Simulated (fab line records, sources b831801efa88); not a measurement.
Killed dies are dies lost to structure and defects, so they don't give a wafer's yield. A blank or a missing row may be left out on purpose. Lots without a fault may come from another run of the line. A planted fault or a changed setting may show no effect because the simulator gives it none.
fab line records | flow sky130
record lots=10 wafers=30 last_day=50
route steps=708 shown POLY_CUT@318 SD_N@350 LI_CONTACT@364 LOCAL_INTERCONNECT@387
lots that met no fault: from a run of the same line without faults
start_h: hours from the record's first day to the start of the lot's first wafer shown | wait_h: hours since the lot's step before | " the same as in the row above | L1.1+2: a row that stands for several wafers | - no value, or no start given | * or withheld: withheld | < > ~ a bound
route shown NAME@n: a module of which the file shows steps, and the number in the route of the first | usual: mean/standard deviation of fault-free wafers | same: alike in all rows | chamber/n: place in a boat | sites: the reading at each site | _std_site: their standard deviation | _edge_site: outer sites' mean less inner sites' | radius_mm: how far each site lies from the wafer's centre | mask NAME#n: copy n | behind: the tool/chamber that last shaped the wafer | hold: why the lot was held/for how many hours/how that ended | device: the transistor (n, p or np) that didn't switch | end of line: the same wafers' tests at the end of the route | a step without rows: its recipe alone | killed: dies lost to structure and defects at the first sort, not the wafer's yield | map: a wafer's dies, x killed, . not, _ none there
set.NAME: the setting as run; set.NAME@STEP: as run at that earlier step | model.NAME: the simulator's own value behind a step, which no gauge read
steps of the route over a sample of lots; a table a step, a row a wafer
services: from which hour (start_h, from the record's first day; less than 0 if before it) a tool's chamber was out of use, for how many hours, and why
## steps
# step SKY_POLY_CUT_ETCH_11
# recipe target=Si3N4 chemistry=CF4/CH2F2/Ar stop_on=poly-Si source_w=600 bias_w=150 pressure_mtorr=40 cf4_flow_sccm=40 ch2f2_flow_sccm=20 Ar_flow_sccm=150 time_s=42.5 target_depth_a=600
# usual cf4_flow_sccm=40.01/0.12 drypump_motor_current_A=5.7/0.4 mfc_ar_sccm=150.0/0.42 oes_product_au=0.830/0.0061 throttle_valve_pct=14.994/0.0092
# columns lot.wafer tool chamber start_h wait_h cf4_flow_sccm drypump_motor_current_A mfc_ar_sccm oes_product_au rf_hours_counter_h throttle_valve_pct
L687.1 rie_diel-02 1 562.07 0.0 39.89 5.5 149.4 0.826 14 14.983
L687.4 " 2 " " 40.06 5.6 150.5 0.830 5 15.007
L687.6 " 2 " " 39.93 5.6 150.1 0.828 - 14.993
L689.1 rie_diel-03 3 577.92 0.0 39.98 5.3 149.7 0.832 33 14.987
L689.2 " 0 " " 39.98 5.3 149.2 0.825 40 15.000
L689.6 " 2 " " 40.00 5.8 150.5 0.826 - 14.976
L690.1 rie_diel-02 1 589.44 0.0 40.14 5.5 149.9 0.829 14 14.995
L690.2 " 2 " " 39.97 5.7 150.0 0.827 6 15.005
L690.4 " 1 " " 39.97 5.5 150.2 0.816 - 14.987
L695.3 rie_diel-01 3 633.38 0.0 40.08 5.6 150.2 0.827 10 14.992
L695.5 " 3 " " 39.98 5.6 149.4 0.834 - 14.999
L695.6 " 0 " " 40.01 5.6 150.6 0.829 - 15.007
L696.2 rie_diel-02 3 639.17 0.0 39.86 5.7 149.6 0.830 15 15.006
L696.3 " 0 " " 39.85 6.6 150.7 0.822 1 15.001
L696.4 " 2 " " 39.98 5.6 150.1 0.832 7 15.000
L704.4 rie_diel-02 1 705.08 0.0 40.10 5.5 150.4 0.832 16 15.001
L704.5 " 3 " " 40.01 5.8 150.2 0.821 - 15.011
L704.6 " 0 " " 39.77 6.6 150.6 0.841 - 14.981
L705.1 rie_diel-03 0 713.38 0.0 40.06 5.2 150.0 0.820 44 14.988
L705.4 " 3 " " 40.05 5.3 150.0 0.828 37 14.993
L705.6 " 1 " " 39.99 6.2 150.4 0.825 - 14.967
L707.1 rie_diel-03 1 725.63 0.0 39.88 6.2 150.5 0.822 13 14.980
L707.2 " 0 " " 40.06 5.2 149.7 0.830 44 14.988
L707.5 " 0 " " 40.10 5.2 150.6 0.827 - 14.988
L708.1 rie_diel-02 2 731.53 0.0 40.16 5.6 149.8 0.838 9 14.990
L708.2 " 3 " " 40.12 5.7 149.3 0.831 16 14.996
L708.5 " 3 " " 39.93 5.8 149.8 0.832 - 14.993
L710.2 rie_diel-02 1 754.03 0.0 39.95 5.5 150.2 0.839 17 14.998
L710.3 " 0 " " 40.13 6.6 150.5 0.835 3 14.984
L710.4 " 3 " " 39.87 5.7 149.9 0.821 17 14.983
# step SKY_SD_N_OVL_MEAS_08
# usual SD_N_OVL=-0.1/1.3
# columns lot.wafer tool chamber start_h wait_h SD_N_OVL[nm]
L687.1 overlay-01 - 650.70 0.1 -1.8
L687.4 " - " " -1.2
L687.6 " - " " -2.2
L689.1 overlay-01 - 665.39 0.1 0.8
L689.2 " - " " -2.6
L689.6 " - " " -2.3
L690.1 overlay-02 - 677.13 0.1 -1.3
L690.2 " - " " -1.4
L690.4 " - " " 0.0
L695.3 overlay-02 - 718.67 0.1 -1.2
L695.5 " - " " -0.4
L695.6 " - " " 0.9
L696.2 overlay-02 - 724.40 0.1 3.4
L696.3 " - " " 1.4
L696.4 " - " " 1.8
L704.4 overlay-02 - 786.67 0.1 0.1
L704.5 " - " " 0.0
L704.6 " - " " 0.8
L705.1 overlay-01 - 794.13 0.1 -0.4
L705.4 " - " " 0.6
L705.6 " - " " 1.0
L707.1 overlay-02 - 805.76 0.1 -1.0
L707.2 " - " " -1.4
L707.5 " - " " -0.5
L708.1 overlay-01 - 812.71 0.1 1.3
L708.2 " - " " -2.0
L708.5 " - " " -0.7
L710.2 overlay-01 - 833.56 0.1 -2.7
L710.3 " - " " -1.2
L710.4 " - " " -0.6
# step SKY_LI_CONTACT_CMP_02
# recipe material=PSG down_force_psi=4 platen_rpm=60 pad_velocity_m_s=0.94248
# usual head_pressure_psi=4.000/0.0087 motor_current_A=11.3/1.2 time_to_endpoint_s=33/3.7
# columns lot.wafer tool chamber start_h wait_h head_pressure_psi motor_current_A time_to_endpoint_s
L687.4 cmp-01 1 652.02 0.0 3.993 12.1 37
L687.1 " 0 " " 4.015 11.0 40
L687.6 " 1 " " 3.995 12.4 37
L689.2 cmp-02 3 666.75 0.1 3.996 12.6 27
L689.1 " 0 " " 4.005 9.5 32
L689.6 " 2 " " 3.997 11.2 35
L690.2 cmp-02 0 678.40 0.0 4.013 9.6 35
L690.1 " 2 " " 3.997 11.0 36
L690.4 " 3 " " 3.992 12.8 30
L695.3 cmp-01 0 720.03 0.1 3.999 10.7 36
L695.5 " 3 " " 4.009 12.4 35
L695.6 " 0 " " 4.010 10.7 37
L696.3 cmp-02 2 725.66 0.0 3.989 11.0 42
L696.4 " 3 " " 3.988 12.7 33
L696.2 " 1 " " 4.006 10.7 32
L704.4 cmp-02 0 788.01 0.1 3.994 9.0 30
L704.5 " 2 " " 3.991 10.7 33
L704.6 " 3 " " 4.010 13.2 27
L705.1 cmp-02 0 795.40 0.1 4.011 9.3 33
L705.4 " 2 " " 4.007 10.8 38
L705.6 " 0 " " 3.999 9.3 35
L707.1 cmp-01 0 807.02 0.1 4.012 10.9 40
L707.2 " 3 " " 3.986 12.6 34
L707.5 " 0 " " 3.995 11.3 38
L708.2 cmp-02 1 814.02 0.1 4.008 10.6 27
L708.1 " 2 " " 3.984 10.4 36
L708.5 " 1 " " 4.005 10.2 31
L710.4 cmp-02 3 834.82 0.0 3.998 12.4 33
L710.3 " 0 " " 3.986 9.3 34
L710.2 " 1 " " 3.982 11.1 32
# step SKY_LOCAL_INTERCONNECT_SPUTTER_00
# recipe material=TiN target_thk_nm=100 temp_c=300 power_w=6500 time_s=83.3 chamber_pressure_pa=0.4
# usual substrate_temp_c=299.99/0.19 throttle_valve_pct=30.2/0.91
# columns lot.wafer tool chamber start_h wait_h substrate_temp_c throttle_valve_pct
L687.1 pvd_sputter-02 - 681.87 0.2 300.37 27.6
L687.4 " - " " 299.99 30.1
L687.6 " - " " 299.93 30.2
L689.1 pvd_sputter-03 - 695.76 0.1 299.84 29.9
L689.2 " - " " 299.87 30.0
L689.6 " - " " 299.95 29.7
L690.1 pvd_sputter-03 - 708.16 0.2 299.74 29.7
L690.2 " - " " 300.12 30.1
L690.4 " - " " 300.47 32.1
L695.3 pvd_sputter-03 - 748.99 0.2 300.23 29.7
L695.5 " - " " 300.01 30.2
L695.6 " - " " 299.96 31.9
L696.2 pvd_sputter-03 - 756.03 0.1 300.01 30.2
L696.3 " - " " 300.24 31.8
L696.4 " - " " 300.37 29.8
L704.4 pvd_sputter-04 - 816.29 0.1 300.04 31.2
L704.5 " - " " 300.32 30.8
L704.6 " - " " 300.22 29.0
L705.1 pvd_sputter-03 - 823.81 0.1 299.86 29.8
L705.4 " - " " 299.96 29.7
L705.6 " - " " 300.17 31.7
L707.1 pvd_sputter-04 - 835.37 0.2 300.04 31.4
L707.2 " - " " 300.07 30.4
L707.5 " - " " 299.50 31.3
L708.1 pvd_sputter-03 - 841.64 0.2 300.08 30.1
L708.2 " - " " 300.10 29.5
L708.5 " - " " 300.26 29.8
L710.2 pvd_sputter-04 - 863.53 0.1 299.94 31.4
L710.3 " - " " 300.18 30.4
L710.4 " - " " 299.81 29.4
# step SKY_LOCAL_INTERCONNECT_RS_MEAS_01
# recipe thk_meas_gauge=four-point-probe reads=TiN_of_LOCAL_INTERCONNECT_SPUTTER_00
# usual LOCAL_INTERCONNECT_TIN_RS=14.17/0.18
# columns lot.wafer tool chamber start_h wait_h LOCAL_INTERCONNECT_TIN_RS[ohm/sq]
L687.1 film_metro-01 - 681.93 0.0 14.06
L687.4 " - " " 14.26
L687.6 " - " " 14.42
L689.1 film_metro-04 - 695.82 0.0 14.17
L689.2 " - " " 14.49
L689.6 " - " " 14.42
L690.1 film_metro-03 - 708.22 0.0 14.04
L690.2 " - " " 14.31
L690.4 " - " " 14.08
L695.3 film_metro-01 - 749.10 0.1 34.69
L695.5 " - " " 35.28
L695.6 " - " " 14.11
L696.2 film_metro-04 - 756.12 0.1 14.41
L696.3 " - " " 36.57
L696.4 " - " " 35.51
L704.4 film_metro-01 - 816.42 0.1 14.27
L704.5 " - " " 14.04
L704.6 " - " " 13.95
L705.1 film_metro-04 - 823.87 0.0 14.21
L705.4 " - " " 14.04
L705.6 " - " " 14.34
L707.1 film_metro-04 - 835.44 0.0 14.33
L707.2 " - " " 14.32
L707.5 " - " " 14.27
L708.1 film_metro-04 - 841.70 0.0 14.37
L708.2 " - " " 14.21
L708.5 " - " " 14.28
L710.2 film_metro-04 - 863.61 0.1 14.31
L710.3 " - " " 14.03
L710.4 " - " " 13.99
# step SKY_LOCAL_INTERCONNECT_THK_MEAS_02
# recipe thk_meas_gauge=xrf reads=TiN_of_LOCAL_INTERCONNECT_SPUTTER_00
# usual LOCAL_INTERCONNECT_TIN_THK=98.9/1.3
# columns lot.wafer tool chamber start_h wait_h LOCAL_INTERCONNECT_TIN_THK[nm]
L687.1 film_metro-01 - 682.05 0.1 100.0
L687.4 " - " " 97.4
L687.6 " - " " 97.0
L689.1 film_metro-04 - 695.94 0.1 98.7
L689.2 " - " " 97.3
L689.6 " - " " 97.2
L690.1 film_metro-03 - 708.34 0.1 98.8
L690.2 " - " " 98.3
L690.4 " - " " 98.8
L695.3 film_metro-01 - 749.20 0.1 43.0
L695.5 " - " " 42.2
L695.6 " - " " 99.1
L696.2 film_metro-04 - 756.23 0.1 97.2
L696.3 " - " " 41.0
L696.4 " - " " 41.7
L704.4 film_metro-01 - 816.51 0.1 98.0
L704.5 " - " " 99.9
L704.6 " - " " 100.5
L705.1 film_metro-04 - 823.99 0.1 98.4
L705.4 " - " " 99.9
L705.6 " - " " 97.7
L707.1 film_metro-04 - 835.56 0.1 98.1
L707.2 " - " " 97.8
L707.5 " - " " 97.9
L708.1 film_metro-04 - 841.82 0.1 97.5
L708.2 " - " " 98.5
L708.5 " - " " 98.0
L710.2 film_metro-04 - 863.72 0.1 97.8
L710.3 " - " " 100.3
L710.4 " - " " 100.1
# step SKY_LOCAL_INTERCONNECT_METAL_ETCH_14
# recipe target_depth_nm=110 stop_on=PSG chemistry=Cl2/BCl3 target=TiN resist_sidewall_deg=88 pressure_mtorr=10 icp_w=900 bias_w=48.5 Cl2_flow_sccm=60 bcl3_flow_sccm=30 time_s=31.4
# usual drypump_motor_current_A=5.5/0.35 he_backside_leak_sccm=3.33/0.18 oes_product_au=0.940/0.0081 throttle_valve_pct=21.902/0.0092
# columns lot.wafer tool chamber start_h wait_h drypump_motor_current_A he_backside_leak_sccm oes_product_au rf_hours_counter_h throttle_valve_pct
L687.1 rie_metal-02 0 710.51 0.1 5.9 3.17 0.947 5 21.896
L687.4 " 0 " " 5.9 3.16 0.923 - 21.901
L687.6 " 0 " " 5.9 3.10 0.931 - 21.900
L689.1 rie_metal-03 1 724.50 0.0 5.2 3.50 0.943 3 21.911
L689.2 " 0 " " 5.6 3.46 0.923 12 21.908
L689.6 " 1 " " 5.2 3.52 0.935 - 21.908
L690.1 rie_metal-02 0 736.00 0.0 5.9 3.15 0.949 8 21.885
L690.2 " 1 " " 5.3 3.25 0.937 0 21.921
L690.4 " 0 " " 5.9 3.01 0.941 - 21.909
L695.3 rie_metal-03 0 776.71 0.0 5.5 3.34 0.621 - 22.107
L695.5 " 1 " " 5.1 3.47 0.612 - 22.116
L695.6 " 0 " " 5.6 3.53 0.938 - 21.896
L696.2 rie_metal-02 0 783.55 0.0 5.9 3.29 0.931 11 21.913
L696.3 " 0 " " 5.9 3.18 0.613 - 22.131
L696.4 " 1 " " 5.3 3.21 0.616 - 22.102
L704.4 rie_metal-04 0 842.76 0.0 5.0 3.47 0.942 - 21.898
L704.5 " 0 " " 4.9 3.59 0.941 - 21.897
L704.6 " 1 " " 5.6 3.35 0.949 - 21.890
L705.1 rie_metal-03 1 849.88 0.0 5.1 3.53 0.938 8 21.895
L705.4 " 0 " " 5.6 3.64 0.952 - 21.881
L705.6 " 0 " " 5.6 3.56 0.929 - 21.910
L707.1 rie_metal-03 1 862.69 0.0 5.2 3.35 0.936 9 21.902
L707.2 " 0 " " 5.6 3.50 0.932 1 21.919
L707.5 " 1 " " 5.2 3.51 0.940 - 21.910
L708.1 rie_metal-04 1 868.13 0.0 5.6 3.40 0.931 13 21.919
L708.2 " 0 " " 5.0 3.50 0.935 12 21.901
L708.5 " 1 " " 5.6 3.49 0.932 - 21.907
L710.2 rie_metal-02 1 889.88 0.0 5.3 3.27 0.932 7 21.915
L710.3 " 1 " " 5.3 3.32 0.944 - 21.911
L710.4 " 0 " " 5.9 3.29 0.954 - 21.889
## services
# columns tool chamber start_h hours kind
rie_diel-02 0 549.17 12.2 repair
rie_diel-02 1 570.32 5.5 repair
pvd_sputter-03 - 571.16 1.1 repair
cmp-02 - 572.15 4.0 pm
pvd_sputter-03 - 575.31 2.9 repair
cmp-02 - 577.27 21.5 repair
rie_metal-02 - 585.66 0.1 repair
rie_diel-02 3 589.14 5.5 repair
rie_diel-02 3 602.81 10.2 repair
rie_metal-02 - 633.90 0.7 repair
cmp-02 - 639.37 0.2 repair
pvd_sputter-03 - 654.63 7.7 repair
cmp-02 - 664.14 1.1 repair
cmp-02 - 667.13 3.5 repair
rie_metal-03 - 668.38 2.8 pm
cmp-02 - 714.44 2.5 repair
cmp-02 - 744.24 11.0 pm
rie_metal-03 - 744.73 28.1 pm
cmp-02 - 771.20 4.9 pm
rie_diel-02 2 785.07 9.5 repair
rie_diel-02 1 786.28 3.0 repair
cmp-02 - 790.38 2.3 repair
rie_diel-02 0 868.93 6.9 repair
rie_diel-02 0 889.45 15.2 repair
## key
first_sign step=SKY_LOCAL_INTERCONNECT_RS_MEAS_01 reading=LOCAL_INTERCONNECT_TIN_RS direction=up sigmas=99+ usual=14.17 struck=35.51
effect step=SKY_LOCAL_INTERCONNECT_THK_MEAS_02 reading=LOCAL_INTERCONNECT_TIN_THK direction=down sigmas=45 usual=98.9 struck=42.0
effect step=SKY_LOCAL_INTERCONNECT_METAL_ETCH_14 reading=oes_product_au direction=down sigmas=40 usual=0.940 struck=0.615
met_at SKY_LOCAL_INTERCONNECT_SPUTTER_00
struck_lots L695,L696
struck_wafers L695.3,L695.5,L696.3,L696.4
tester_left_out L695,L696
not_acting_at SKY_POLY_CUT_ETCH_11,SKY_SD_N_OVL_MEAS_08,SKY_LI_CONTACT_CMP_02
onset_between 708.16 748.99
fault kind=process_parameter_drift tool=pvd_sputter-03 chamber=- onset_h=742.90 steps=SKY_LOCAL_INTERCONNECT_SPUTTER_00 channel=target_thk_nm offset=-57.808 shape=step end_h=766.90 scope=struck_wafers_only acts_in=these_recipes_only stated=100
# tester_left_out: of these lots the tester's yield and bins aren't shown, on N5 and GAA mostly nor the transistor test; their killed dies are dies lost to structure and defects alone, not to doping, threshold or leakage, so they don't give the yield
